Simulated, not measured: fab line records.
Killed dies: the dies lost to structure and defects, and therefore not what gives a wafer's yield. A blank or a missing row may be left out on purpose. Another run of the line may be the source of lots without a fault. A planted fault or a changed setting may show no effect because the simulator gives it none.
fab line records	flow sfq_line
record: lots: 6	wafers: 18	last_day: 81
route steps=325 shown M1@62 I1@73
lots with no fault: from the same line, run without faults
start_h: the number of hours between the record's first day and the start of the first shown wafer of the lot	wait_h: hours since the lot's step before	" repeats the value in the row above	L1.1+2: one row covering several wafers at once	- no value present, or no start provided	* or withheld: withheld	< > ~ a bound
route shown NAME@n: NAME is a module with steps in the file, n the number in the route of the first one	usual: average and standard deviation across the fault-free wafers	same: alike in all rows	chamber/n: place in a boat	sites: per-site readings	_std_site: standard deviation across them	_edge_site: outer sites' mean less inner sites'	radius_mm: how far each site lies from the wafer's centre	mask NAME#n: copy n	behind: the tool/chamber that last shaped the wafer	hold: what put the lot on hold/how long, in hours/how the hold closed	device: transistor that didn't switch, given as n, p or np	end of line: the tests these same wafers got at the end of their route	a step without rows: its recipe alone	killed: dies that structure and defects cost at the first sort, which is not the same as the wafer's yield	map: per-die view of a wafer (x killed, . not killed, _ where there is no die)
set.NAME: the setting the step ran with; set.NAME@STEP: the setting that earlier step ran with	model.NAME: the simulator's own value behind a step, which no gauge read
a table for each step, a row for each wafer; lots at some steps of the route
services: from which hour (start_h, from the record's first day; less than 0 if before it) a tool's chamber was out of use, for how many hours, and why
== steps ==
step: SFQ_TRILAYER_M1_LITHO_COAT_044
recipe: resist: BARC	spin_rpm: 3000	resist_thk_nm: 62
step: SFQ_TRILAYER_M1_LITHO_COAT_039
recipe: resist: KrF	spin_rpm: 3000	resist_thk_nm: 600
step: SFQ_TRILAYER_M1_LITHO_SOFTBAKE_043
recipe: temp_c: withheld	time_s: withheld	resist: KrF
step: SFQ_TRILAYER_M1_LITHO_EXPOSE_040
recipe: mask_id: M1	na: 0.6	source_shape: conventional	sigma_outer: 0.65	target_cd_nm: 500	dose_mj: 14.4
step: SFQ_TRILAYER_M1_LITHO_PEB_042
recipe: peb_temp_c: 115	peb_time_s: 60	resist: KrF
step: SFQ_TRILAYER_M1_LITHO_DEVELOP_041
recipe: time_s: 60	resist: KrF
step: SFQ_M1_OVL_MEAS_911
usual: M1_OVL: 1/4.1
lot.wafer	tool	chamber	start_h	wait_h	M1_OVL[nm]
L863.1	overlay-02	-	356.04	0.1	1
L863.3	"	-	"	"	3
L863.5	"	-	"	"	1
L868.1	overlay-02	-	412.57	0.1	-2
L868.4	"	-	"	"	-8
L868.5	"	-	"	"	-12
L872.1	overlay-02	-	478.57	0.1	2
L872.3	"	-	"	"	1
L872.4	"	-	"	"	-4
L873.2	overlay-02	-	490.57	0.1	1
L873.5	"	-	"	"	0
L873.6	"	-	"	"	0
L878.1	overlay-02	-	566.77	0.1	8
L878.2	"	-	"	"	4
L878.4	"	-	"	"	9
L879.4	overlay-02	-	575.19	0.1	-1
L879.5	"	-	"	"	1
L879.6	"	-	"	"	4
step: SFQ_TRILAYER_M1_BARC_OPEN_METAL_ETCH_054
recipe: mask_material: PR	chemistry: O2	target_depth_nm: 125	target: BARC	icp_w: 600	bias_w: 80	pressure_mtorr: 10	time_s: 41.7
usual: bias_w: 79.99/0.23	drypump_motor_current_A: 5.6/0.45	oes_product_au: 0.686/0.0047
lot.wafer	tool	chamber	start_h	wait_h	bias_w	drypump_motor_current_A	oes_product_au	rf_hours_counter_h
L863.1	rie_metal-01	0	356.08	0.0	80.01	6.1	0.683	44
L863.3	"	0	"	"	79.92	6.1	0.679	-
L863.5	"	1	"	"	79.96	5.5	0.678	-
L868.1	rie_metal-04	1	412.60	0.0	80.04	5.0	0.686	161
L868.4	"	1	"	"	80.28	5.0	0.689	-
L868.5	"	0	"	"	80.14	5.2	0.687	-
L872.1	rie_metal-01	0	478.60	0.0	80.04	6.1	0.677	69
L872.3	"	0	"	"	80.45	6.1	0.687	-
L872.4	"	1	"	"	80.07	5.5	0.686	-
L873.2	rie_metal-02	0	490.60	0.0	79.87	6.4	0.682	50
L873.5	"	0	"	"	79.75	6.4	0.680	-
L873.6	"	1	"	"	79.98	5.6	0.688	-
L878.1	rie_metal-04	0	566.81	0.0	79.87	5.3	0.685	97
L878.2	"	0	"	"	79.54	5.3	0.688	-
L878.4	"	0	"	"	79.80	5.3	0.686	-
L879.4	rie_metal-04	1	575.22	0.0	80.58	5.0	0.685	-
L879.5	"	1	"	"	79.90	5.0	0.686	-
L879.6	"	0	"	"	79.71	5.2	0.689	-
step: SFQ_TRILAYER_M1_ETCH_METAL_ETCH_042
recipe: target: Nb	stop_on: SiO2	mask_material: PR	chemistry: Cl2/Ar	target_depth_nm: 240	icp_w: 600	bias_w: 80	pressure_mtorr: 10	time_s: 120
usual: bias_w: 79.97/0.22	drypump_motor_current_A: 5.6/0.45	oes_product_au: 0.895/0.0062
lot.wafer	tool	chamber	start_h	wait_h	bias_w	drypump_motor_current_A	oes_product_au	rf_hours_counter_h
L863.1	rie_metal-01	0	356.14	0.0	79.65	6.1	0.882	44
L863.3	"	0	"	"	79.76	6.1	0.888	-
L863.5	"	1	"	"	80.26	5.5	0.892	-
L868.1	rie_metal-04	1	412.66	0.0	80.03	5.0	0.890	161
L868.4	"	1	"	"	79.62	5.0	0.900	-
L868.5	"	0	"	"	79.98	5.2	0.900	-
L872.1	rie_metal-01	0	478.66	0.0	80.00	6.0	0.907	69
L872.3	"	0	"	"	80.42	6.1	0.907	-
L872.4	"	1	"	"	79.73	5.5	0.909	-
L873.2	rie_metal-02	0	490.66	0.0	79.96	6.5	0.904	50
L873.5	"	0	"	"	79.30	6.4	0.914	-
L873.6	"	1	"	"	79.97	5.6	0.905	-
L878.1	rie_metal-04	0	566.92	0.1	79.72	5.3	0.898	97
L878.2	"	0	"	"	79.91	5.3	0.903	-
L878.4	"	0	"	"	79.95	5.3	0.892	-
L879.4	rie_metal-04	1	575.31	0.1	79.82	5.0	0.883	-
L879.5	"	1	"	"	80.05	5.0	0.896	-
L879.6	"	0	"	"	80.01	5.3	0.897	-
step: SFQ_TRILAYER_M1_STRIP_STRIP_043
recipe: gas: O2	power_w: 200	platen_temp_c: 40	overash_fraction: 0.65	chemistry: O2	pressure_mtorr: 50
usual: drypump_motor_current_A: 5.6/0.45	oes_product_au: 1.001/0.0075
lot.wafer	tool	chamber	start_h	wait_h	drypump_motor_current_A	oes_product_au	rf_hours_counter_h
L863.1	rie_metal-01	0	356.26	0.1	6.1	1.003	44
L863.3	"	0	"	"	6.1	1.009	-
L863.5	"	1	"	"	5.5	0.999	-
L868.1	rie_metal-04	1	412.79	0.1	5.0	1.004	161
L868.4	"	1	"	"	5.0	1.000	-
L868.5	"	0	"	"	5.3	0.999	-
L872.1	rie_metal-01	0	478.79	0.1	6.1	0.998	69
L872.3	"	0	"	"	6.1	1.001	-
L872.4	"	1	"	"	5.5	1.005	-
L873.2	rie_metal-02	0	490.79	0.1	6.4	0.997	50
L873.5	"	0	"	"	6.4	0.998	-
L873.6	"	1	"	"	5.6	0.999	-
L878.1	rie_metal-04	0	567.17	0.2	5.2	1.003	98
L878.2	"	0	"	"	5.3	1.006	-
L878.4	"	0	"	"	5.2	1.012	-
L879.4	rie_metal-04	1	575.59	0.2	5.0	1.011	-
L879.5	"	1	"	"	5.0	1.017	-
L879.6	"	0	"	"	5.2	1.016	-
step: SFQ_TRILAYER_M1_STRIP_SOLV_CLEAN_044
recipe: chemistry: NMP	temp_c: 70	time_s: 600
step: SFQ_TRILAYER_I1_DEP_PECVD_045
recipe: material: SiO2	temp_c: 150	time_s: 111.11	pressure_torr: 2.4	rf_w: 183.3	precursor: SiH4/N2O	target_thk_nm: 500
usual: chamber_pressure_Torr: 2.400/0.0051	heater_power_w: 83/18	rf_fwd_power_W: 182.3/0.65	throttle_valve_pct: 25.8/1.1
lot.wafer	tool	chamber	start_h	wait_h	chamber_pressure_Torr	heater_power_w	rf_fwd_power_W	since_wet_clean_h	throttle_valve_pct	model.SiO2_of_TRILAYER_I1_DEP_PECVD_045.thk_nm
L863.1	pecvd-04	1	357.04	0.0	2.405	90	183.3	902	25.8	497.4
L863.3	"	2	"	"	2.391	118	181.6	902	26.4	500.9
L863.5	"	1	"	"	2.401	74	182.7	-	26.1	512.9
L868.1	pecvd-01	1	413.56	0.0	2.396	70	182.7	575	26.1	497.2
L868.4	"	0	"	"	2.403	71	182.0	-	24.3	508.1
L868.5	"	1	"	"	2.396	56	182.4	-	26.0	494.6
L872.1	pecvd-04	0	479.56	0.0	2.394	86	181.3	1024	27.8	496
L872.3	"	2	"	"	2.394	115	182.5	1024	26.5	497.3
L872.4	"	2	"	"	2.397	117	182.1	-	26.9	502.2
L873.2	pecvd-03	1	491.56	0.0	2.399	69	181.8	283	24.6	497.1
L873.5	"	0	"	"	2.404	87	182.6	-	23.8	493.1
L873.6	"	2	"	"	2.400	49	182.9	-	25.2	495.7
L878.1	pecvd-01	2	568.72	0.0	2.396	81	210.6	730	25.6	519.5
L878.2	"	0	"	"	2.402	51	210.6	730	25.3	529
L878.4	"	0	"	"	2.402	53	211.3	-	24.9	538.4
L879.4	pecvd-01	0	576.20	0.0	2.407	57	210.7	-	25.4	536.9
L879.5	"	2	"	"	2.395	92	211.7	-	25.7	526.5
L879.6	"	1	"	"	2.404	58	211.0	-	26.8	532
step: SFQ_TRILAYER_I1_CMP_CMP_046
recipe: material: SiO2	down_force_psi: 3	platen_rpm: 60	pad_velocity_m_s: 0.94248
usual: motor_current_A: 10.7/1	slurry_filter_dp_kPa: 13.49/0.14	time_to_endpoint_s: 215/6.1
lot.wafer	tool	chamber	start_h	wait_h	motor_current_A	slurry_filter_dp_kPa	time_to_endpoint_s
L863.3	cmp-02	2	370.32	13.2	9.7	13.49	205
L863.1	"	3	"	"	9.4	13.57	205
L863.5	"	2	372.32	15.2	9.6	13.62	217
L868.4	cmp-01	1	414.14	0.5	11.9	13.51	219
L868.1	"	2	"	"	9.9	13.50	206
L868.5	"	0	415.64	2.0	11.7	13.52	205
L872.1	cmp-01	1	481.53	1.9	11.3	13.44	209
L872.3	"	3	482.53	2.9	11.3	13.45	213
L872.4	"	0	"	"	11.1	13.41	221
L873.2	cmp-02	2	500.81	9.2	9.6	13.51	215
L873.5	"	2	502.81	11.2	9.3	13.51	211
L873.6	"	3	"	"	10.4	13.66	210
L878.2	cmp-01	3	568.97	0.2	11.0	13.55	236
L878.1	"	0	"	"	11.8	13.38	240
L878.4	"	1	"	"	12.1	13.61	248
L879.4	cmp-01	0	576.74	0.5	11.4	13.55	238
L879.6	"	3	578.24	2.0	11.3	13.41	244
L879.5	"	0	"	"	12.0	13.08	236
step: SFQ_I1_BOW_MEAS_912
recipe: mode: bow
usual: I1_BOW: 2/7.9
lot.wafer	tool	chamber	start_h	wait_h	I1_BOW[um]
L863.1	film_metro-04	-	372.82	1.5	8
L863.3	"	-	"	"	8
L863.5	"	-	"	"	5
L868.1	film_metro-04	-	416.64	1.5	-4
L868.4	"	-	"	"	-6
L868.5	"	-	"	"	3
L872.1	film_metro-04	-	484.53	2.5	-12
L872.3	"	-	"	"	4
L872.4	"	-	"	"	4
L873.2	film_metro-04	-	503.83	2.5	7
L873.5	"	-	"	"	9
L873.6	"	-	"	"	13
L878.1	film_metro-03	-	572.20	2.2	13
L878.2	"	-	"	"	11
L878.4	"	-	"	"	25
L879.4	film_metro-03	-	579.30	2.1	-6
L879.5	"	-	"	"	4
L879.6	"	-	"	"	0
== services ==
tool	chamber	start_h	hours	kind
cmp-02	-	391.00	0.4	repair
cmp-02	-	399.47	0.8	repair
cmp-01	-	408.79	4.0	pm
rie_metal-01	1	429.38	7.9	repair
cmp-02	-	433.16	1.9	repair
cmp-01	-	449.56	0.3	repair
pecvd-03	-	452.71	2.1	repair
pecvd-01	1	460.93	20.1	repair
cmp-01	-	461.20	2.3	repair
cmp-02	-	465.19	4.1	pm
cmp-02	-	469.25	2.3	repair
pecvd-03	-	472.76	4.2	repair
rie_metal-04	1	476.96	-	clean
pecvd-01	-	487.78	1.2	repair
cmp-02	-	489.07	11.7	repair
cmp-01	-	499.22	0.5	repair
pecvd-04	-	523.43	2.8	pm
cmp-02	-	544.69	0.2	repair
pecvd-03	-	558.22	1.0	repair
rie_metal-02	0	561.76	15.5	repair
rie_metal-04	1	564.81	3.6	repair
cmp-01	-	567.19	0.6	repair
cmp-02	-	574.85	4.0	pm
cmp-01	-	575.63	0.4	repair
== key ==
first_sign: step: SFQ_TRILAYER_I1_DEP_PECVD_045	reading: rf_fwd_power_W	direction: up	sigmas: 45	usual: 182.3	struck: 211.0
effect: step: SFQ_TRILAYER_I1_CMP_CMP_046	reading: time_to_endpoint_s	direction: up	sigmas: 4.1	usual: *	struck: *
model_effect: step: SFQ_TRILAYER_I1_DEP_PECVD_045	value: SiO2_of_TRILAYER_I1_DEP_PECVD_045.thk_nm	without: 507.6	struck: 530.4
met_at SFQ_TRILAYER_I1_DEP_PECVD_045
struck_wafers L878.1,L878.2,L878.4,L879.4,L879.5,L879.6
onset_between 413.56 568.72
fault: kind: process_parameter_drift	tool: pecvd-01	chamber: -	onset_h: 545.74	steps: SFQ_TRILAYER_I1_DEP_PECVD_045	channel: rf_w	offset: 29.328	shape: step	end_h: 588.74	acts_in: these_recipes_only	stated: 183.3
